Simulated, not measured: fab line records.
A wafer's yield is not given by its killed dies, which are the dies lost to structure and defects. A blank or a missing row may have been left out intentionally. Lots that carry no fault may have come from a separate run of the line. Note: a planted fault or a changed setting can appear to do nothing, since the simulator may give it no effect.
Matching of chambers | flow sky130 | SKY_CONTACT_CVD_00 on pecvd-03 has 3 sister chambers
The step deposits Si3N4, target thk 75 nm. 3 wafers are shown with their chamber, then 11 later ones without.

WAFERS, EACH WITH ITS CHAMBER
wafer  | chamber | heater power w (W)
L091.5 | 2       | 792
L091.6 | 0       | 874
L094.1 | 1       | 577

WAFERS WITHOUT THEIR CHAMBER
wafer  | heater power w (W)
L094.2 | 872
L094.3 | 771
L094.4 | 758
L094.5 | 877
L094.6 | 588
L095.1 | 711
L095.2 | 655
L095.3 | 606
L097.1 | 645
L097.3 | 865
L097.4 | 648

THE CHAMBER EACH PASSED THROUGH
wafer  | from the rows above          | in truth
L094.2 | can't be placed: 0 or 2      | 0
L094.3 | can't be placed: 2 or 0      | 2
L094.4 | can't be placed: 2 or 0      | 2
L094.5 | can't be placed: 0 or 2      | 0
L094.6 | 1                            | 1
L095.1 | can't be placed: 2 or 1 or 0 | 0
L095.2 | can't be placed: 1 or 2      | 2
L095.3 | 1                            | 1
L097.1 | can't be placed: 1 or 2      | 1
L097.3 | can't be placed: 0 or 2      | 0
L097.4 | can't be placed: 1 or 2      | 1
2 of 11 placed correctly. These rows do not allow placing 9 (true chamber among the candidates in 9). Number placed wrongly: 0.
How it was worked out, from the rows above alone: a wafer's distance from a chamber is the root of the sum, over the readings, of the square of ((its reading less the chamber's mean) divided by the reading's scatter). The wafer belongs to the nearest chamber; if the next one is less than 2 further off, it can't be placed. A chamber's mean is the mean of its shown wafers. The scatter: root of mean squared gap, hidden wafer to nearest shown wafer, with one shown wafer a chamber.
